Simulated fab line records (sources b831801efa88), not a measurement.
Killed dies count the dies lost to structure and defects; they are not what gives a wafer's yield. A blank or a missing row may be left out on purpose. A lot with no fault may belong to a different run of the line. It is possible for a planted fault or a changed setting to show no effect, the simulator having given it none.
Which tool was responsible? -- flow sky130 -- 10 lots with 30 wafers sampled at 6 steps, on a route of 708 steps

## WHAT THE GAUGES SHOWED, per wafer
SKY_METAL3_OVL_MEAS_14.
lot,measured,on,METAL3_OVL (nm)
L305,day 38 14:37,overlay-01,-14 -13 -10
L310,day 40 10:00,overlay-02,-4 -6 -7
L311,day 41 16:37,overlay-01,-1 3 -6
L317,day 42 07:00,overlay-02,-9 -6 -10
L321,day 43 10:33,overlay-01,2 -11 -4
L322,day 43 11:16,overlay-01,-2 2 -5
L323,day 43 20:55,overlay-02,-6 -6 -4
L324,day 44 05:28,overlay-02,-4 -1 0
L325,day 44 07:31,overlay-01,-4 7 4
L327,day 44 21:37,overlay-01,-2 -2 -5

SKY_VIA3_BOW_MEAS_03.
lot,measured,on,VIA3_BOW (um)
L305,day 38 16:08,film-metro-04,77 85 60
L310,day 40 11:32,film-metro-01,84 86 83
L311,day 41 18:20,film-metro-02,79 91 85
L317,day 42 08:29,film-metro-02,79 81 83
L321,day 43 12:03,film-metro-01,70 76 78
L322,day 43 12:44,film-metro-04,84 84 71
L323,day 43 22:24,film-metro-01,82 93 81
L324,day 44 06:56,film-metro-04,85 75 81
L325,day 44 09:01,film-metro-02,83 84 83
L327,day 44 23:07,film-metro-04,74 66 67

SKY_CAP2M_RS_MEAS_03: measurement is done with a four-point probe.
lot,measured,on,CAP2M_TIN_RS (ohm/sq)
L305,day 39 18:56,film-metro-03,6.97 7.03 6.94
L310,day 41 13:59,film-metro-01,6.98 6.88 7.04
L311,day 42 19:43,film-metro-03,6.87 6.83 6.98
L317,day 43 09:03,film-metro-04,15.61 6.95 6.87
L321,day 44 12:14,film-metro-01,6.75 6.84 6.72
L322,day 44 12:49,film-metro-01,7.08 6.92 6.95
L323,day 44 22:52,film-metro-01,6.87 6.87 6.79
L324,day 45 06:23,film-metro-03,6.71 6.96 6.95
L325,day 45 09:06,film-metro-04,6.75 6.96 6.81
L327,day 45 22:43,film-metro-04,6.86 6.79 6.98

SKY_CAP2M_THK_MEAS_04: measures by xrf.
lot,measured,on,CAP2M_TIN_THK (nm)
L305,day 39 19:03,film-metro-03,195.7 194.6 196.5
L310,day 41 14:06,film-metro-01,197.1 199.7 194.8
L311,day 42 19:50,film-metro-03,198.2 199.0 195.0
L317,day 43 09:10,film-metro-04,89.6 196.6 198.6
L321,day 44 12:22,film-metro-01,204.8 201.5 205.1
L322,day 44 12:56,film-metro-01,194.8 200.3 198.0
L323,day 44 22:58,film-metro-01,201.1 201.6 202.9
L324,day 45 06:31,film-metro-03,204.2 196.5 197.6
L325,day 45 09:13,film-metro-04,202.4 197.8 201.2
L327,day 45 22:49,film-metro-04,198.7 201.3 196.8

## TOOL THAT RAN EACH LOT (tool first, then ch and the chambers of the sampled wafers, then the start)
lot,SKY_VIA3_ETCH_14,SKY_CAP2M_SPUTTER_02
L305,"rie-diel-02 ch 0,1,2, day 39 17:11","pvd-sputter-03, day 39 18:49"
L310,"rie-diel-02 ch 1,2,3, day 41 11:50","pvd-sputter-01, day 41 13:52"
L311,"rie-diel-04 ch 0,3, day 42 17:56","pvd-sputter-03, day 42 19:36"
L317,"rie-diel-04 ch 1,3, day 43 07:20","pvd-sputter-03, day 43 08:57"
L321,"rie-diel-02 ch 1,2,3, day 44 10:32","pvd-sputter-01, day 44 12:08"
L322,"rie-diel-04 ch 0,2,3, day 44 11:05","pvd-sputter-03, day 44 12:41"
L323,"rie-diel-02 ch 2,3, day 44 21:08","pvd-sputter-01, day 44 22:44"
L324,"rie-diel-02 ch 0,1,2, day 45 04:40","pvd-sputter-02, day 45 06:17"
L325,"rie-diel-02 ch 2,3, day 45 07:20","pvd-sputter-02, day 45 08:58"
L327,"rie-diel-04 ch 0,2,3, day 45 20:59","pvd-sputter-01, day 45 22:35"
- SKY_VIA3_ETCH_14: etches BARC in N2/H2, stops on SiO2, time 45.9 s, target depth 60 nm.
- SKY_CAP2M_SPUTTER_02: material TiN, target thk 200 nm, time 166.7 s.

## AS READ BY THE TOOLS THEMSELVES (means over the sampled wafers that have a number; for cases with no such wafer, the mark the record gives instead)
SKY_VIA3_ETCH_14.
lot,tool,drypump-motor-current-A (A),n2-flow-sccm (sccm),oes-product-au (a.u.),throttle-valve-pct (%)
L305,rie-diel-02,5.7,99.84,0.854,13.232
L310,rie-diel-02,5.7,99.91,0.856,13.233
L311,rie-diel-04,6.1,100.19,0.855,13.225
L317,rie-diel-04,6.0,99.99,0.859,13.228
L321,rie-diel-02,5.6,100.11,0.856,13.222
L322,rie-diel-04,6.2,99.98,0.848,13.225
L323,rie-diel-02,5.5,100.22,0.855,13.222
L324,rie-diel-02,5.8,100.00,0.858,13.238
L325,rie-diel-02,5.5,100.20,0.856,13.222
L327,rie-diel-04,6.2,99.87,0.856,13.225

SKY_CAP2M_SPUTTER_02.
lot,tool,throttle-valve-pct (%)
L305,pvd-sputter-03,31.1
L310,pvd-sputter-01,29.6
L311,pvd-sputter-03,30.3
L317,pvd-sputter-03,31.1
L321,pvd-sputter-01,28.6
L322,pvd-sputter-03,31.3
L323,pvd-sputter-01,28.5
L324,pvd-sputter-02,31.3
L325,pvd-sputter-02,30.4
L327,pvd-sputter-01,29.7

## THE ANSWER, worked out from the rows above alone
Rule: the usual values come from the lots themselves. The widest of any qualifying gaps counts: lots, ordered by their means at a reading, are off when they make up no more than a third of the lots, leave a main group of 4 or more, and stand apart from it by 3 or more times the standard deviation of that group's means. Not used: any main group whose means are identical at the precision the tables above print for the reading. Also off: a lot with no number at a reading for which 4 or more lots have one. Any other lot the step has rows for is counted as sound. The gauges are gone through in route order, then the tools' own readings, and for those a lot's mean is taken as printed above. The first step at which some lot is off is used, and at that step the reading that is off furthest; a lot without a number counts as furthest.
Off: L317, at SKY_CAP2M_RS_MEAS_03 (CAP2M_TIN_RS). Mean 6.89 ohm/sq and standard deviation 0.068 in the main group.
If a tool, at a process step before that reading, ran all the lots that are off and no sound lot after the first of them, it fits. Gauges at SKY_CAP2M_RS_MEAS_03: tried the same way as those tools. No candidate that was tried fits.

## WHAT THE SIMULATOR PUT IN
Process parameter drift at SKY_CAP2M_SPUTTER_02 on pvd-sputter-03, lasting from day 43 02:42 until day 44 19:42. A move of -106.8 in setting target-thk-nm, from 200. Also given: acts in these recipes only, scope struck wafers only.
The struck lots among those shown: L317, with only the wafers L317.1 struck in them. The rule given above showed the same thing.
